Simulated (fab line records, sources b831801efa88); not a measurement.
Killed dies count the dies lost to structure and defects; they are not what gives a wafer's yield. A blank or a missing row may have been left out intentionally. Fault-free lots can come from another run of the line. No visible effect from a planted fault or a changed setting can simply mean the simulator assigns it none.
Matching of chambers | flow gf180mcu | cmp-01 running GF_V1_CMP_26: 4 sister chambers
The step polishes, stops on SiO2, t overpolish 15 s, target thk 0 nm. 7 wafers are shown with their chamber, then 7 later ones without.

== WAFERS WITH THEIR CHAMBER ==
wafer  | chamber | motorCurrentA (A) | platenRpm (rpm)
L844.1 | 2       | 12.3              | 60.00
L844.2 | 0       | 9.9               | 60.07
L845.2 | 1       | 11.2              | 59.98
L845.5 | 0       | 9.7               | 60.00
L845.6 | 3       | 10.2              | 59.96
L846.1 | 1       | 11.6              | 59.96
L846.4 | 2       | 12.4              | 60.02

== WAFERS MISSING THEIR CHAMBER ==
wafer  | motorCurrentA (A) | platenRpm (rpm)
L846.6 | 9.7               | 60.09
L848.1 | 11.3              | 59.98
L848.3 | 10.1              | 59.98
L848.4 | 9.9               | 60.03
L852.1 | 10.2              | 60.00
L852.2 | 11.1              | 59.97
L852.5 | 11.0              | 59.96

== THE CHAMBER EACH PASSED THROUGH ==
wafer  | from the rows above     | in truth
L846.6 | 0                       | 0
L848.1 | 1                       | 1
L848.3 | can't be placed: 3 or 0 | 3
L848.4 | 0                       | 0
L852.1 | can't be placed: 3 or 0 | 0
L852.2 | 1                       | 1
L852.5 | 1                       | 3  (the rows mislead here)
Placed correctly: 4 of 7. Unplaceable from these rows: 2, with the true chamber sitting among the candidates in 2. Wrongly placed: 1.
How it was worked out, from the rows above alone: a wafer's distance from a chamber is the root of the sum, over the readings, of the square of ((its reading less the chamber's mean) divided by the reading's scatter). The wafer belongs to the nearest chamber; if the next one is less than 2 further off, it can't be placed. Each chamber's mean is taken over the wafers shown for it. The scatter is the square root of a quotient: the sum, over the shown wafers, of each reading's squared deviation from its chamber's mean, divided by wafers minus chambers.
